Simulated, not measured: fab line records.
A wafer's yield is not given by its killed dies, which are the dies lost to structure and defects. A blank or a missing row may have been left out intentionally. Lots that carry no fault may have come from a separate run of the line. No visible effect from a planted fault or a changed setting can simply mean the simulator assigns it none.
Problem report, 8D (eight disciplines) form, completed by code || flow sky130 || the parts of the form that need people (team, actions taken, sign-off) are left out

1. THE PROBLEM
Mean NWELL_00_OVL at SKY_NWELL_OVL_MEAS_10: 184.1 nm over 9 wafers in 3 lots; fault-free wafers: -1.1 nm, standard deviation 1.5. So: +99 or more standard deviations from the usual mean.
Seen first at day 9 00:32 on overlay-01, wafer L708.4. The record holds 39 wafers of 13 lots with a number at this step. Rule for "out" (also "out of limits"): further than 4 standard deviations from the usual mean. The rest of the wafers with a number are treated as sound.

2. WHAT IT IS, AND WHAT IT ISN'T
{"question": "which readings at this step", "is": "NWELL_00_OVL", "is not": "-"}
{"question": "which lots", "is": "L708, L709, L710", "is not": "L691, L692, L693, L695, L696, L697, L700, L701, L706, L712"}
{"question": "which wafers of those lots", "is": "all that have a number", "is not": "-"}
{"question": "read on which gauges", "is": "overlay-01, overlay-02", "is not": "-"}
{"question": "when", "is": "from day 9 00:32", "is not": "up to then (27 sound wafers); but 3 sound wafers of L712 came after"}

3. SUSPECTS, AND WHAT RULES EACH OUT
Counting: a tool at any process step up to the reading remains a suspect when it ran all the lots that are out and ran no sound lot after the first of those.
- the gauge at SKY_NWELL_OVL_MEAS_10: ruled out. The wafers that are out were read on 2 gauges (overlay-01, overlay-02).
- iline-stepper-01 at SKY_NWELL_EXPOSE_07 (exposes mask NWM, target cd 840 nm): kept. All lots that are out passed through it, beginning with L708 at day 8 14:02, and no sound lot followed; its final sound lot before that point was L706 at day 8 03:59.
Remaining after the count: iline-stepper-01 at SKY_NWELL_EXPOSE_07.

4. THE CAUSE (what the simulator had put in)
Scanner matching overlay: iline-stepper-01, from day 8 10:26 on, at SKY_NWELL_EXPOSE_07. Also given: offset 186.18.
Only this tool survived the counting.

5. THE EFFECT CHAIN, in route order
Each row: a reading whose mean over the struck wafers that have a number lies more than 3 standard deviations from the usual. Only readings for which the record gives a usual standard deviation are gone through. hours: the time from each lot's start at the first step in this table that gives one to its start at this step, as a median over the lots. sigmas: the change in usual standard deviations.
{"hours": 0, "step": "SKY_NWELL_OVL_MEAS_10", "reading": "NWELL_00_OVL", "usual": "-1.1 nm", "on struck wafers": 184.1, "change": "+185.2", "sigmas": "+99 or more"}
{"hours": 982, "step": "SKY_PAD_OPEN_PROBE_99", "reading": "killed-at-front-end", "usual": 15, "on struck wafers": 415, "change": "+400", "sigmas": "+93"}
{"hours": 982, "step": "SKY_PAD_OPEN_PROBE_99", "reading": "killed-dies", "usual": 86, "on struck wafers": 492, "change": "+406", "sigmas": "+47"}
{"hours": 982, "step": "SKY_PAD_OPEN_PROBE_99", "reading": "killed-on-rim", "usual": 17, "on struck wafers": 96, "change": "+79", "sigmas": "+22"}
The process steps in it:
- SKY_PAD_OPEN_PROBE_99
Later measuring or inspecting steps at which every struck wafer that the step has a row for has a number for every such reading, and none has moved that far: SKY_VT_ADJUST_HVTP_OVL_MEAS_08.

6. HOW IT WOULD HAVE BEEN CAUGHT EARLIER
Counted from the fault's start at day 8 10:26, it took 14 hours until the first out-of-limits reading at a measuring or inspecting step in this record, taken at day 9 00:32.
L709, L710, from the lots that are out (3), started SKY_NWELL_EXPOSE_07 on iline-stepper-01 later than day 9 00:32. A hold on the tool at that time would have spared those 2.
